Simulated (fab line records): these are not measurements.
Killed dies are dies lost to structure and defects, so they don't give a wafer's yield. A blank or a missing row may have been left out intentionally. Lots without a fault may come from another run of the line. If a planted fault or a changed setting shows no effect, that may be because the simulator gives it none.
Chamber matching | flow sky130 | SKY_CAPM_CVD_00 on pecvd-03 has 3 sister chambers
The step deposits SiO2, target thk 15.5 nm. 3 wafers are shown with their chamber, then 10 later ones without.

EACH WAFER AND ITS CHAMBER
wafer  | chamber | heater-power-w (W)
L081.4 | 1       | 639
L090.2 | 2       | 813
L090.4 | 0       | 693

WAFERS MISSING THEIR CHAMBER
wafer  | heater-power-w (W)
L090.6 | 611
L092.2 | 624
L092.4 | 754
L092.5 | 909
L095.1 | 843
L095.3 | 720
L095.5 | 853
L096.1 | 750
L096.3 | 639
L096.5 | 741

WHICH CHAMBER EACH ONE RAN IN
wafer  | from the rows above          | in truth
L090.6 | can't be placed: 1 or 0      | 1
L092.2 | can't be placed: 1 or 0      | 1
L092.4 | can't be placed: 2 or 0 or 1 | 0
L092.5 | 2                            | 2
L095.1 | 2                            | 2
L095.3 | can't be placed: 0 or 1 or 2 | 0
L095.5 | 2                            | 2
L096.1 | can't be placed: 0 or 2 or 1 | 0
L096.3 | can't be placed: 1 or 0      | 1
L096.5 | can't be placed: 0 or 2 or 1 | 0
Placed correctly: 3 of 10. Cannot be placed on the basis of these rows: 7; the candidates contain the true chamber in 7. Number placed wrongly: 0.
How it was worked out, from the rows above alone: a wafer's distance from a chamber is the root of the sum, over the readings, of the square of ((its reading less the chamber's mean) divided by the reading's scatter). If the next closest chamber is less than 2 further off than the closest, the wafer can't be placed; otherwise it belongs to the closest. For every chamber, the mean is computed from those of its wafers that are shown. The scatter: root of mean squared gap, hidden wafer to nearest shown wafer, with one shown wafer a chamber.
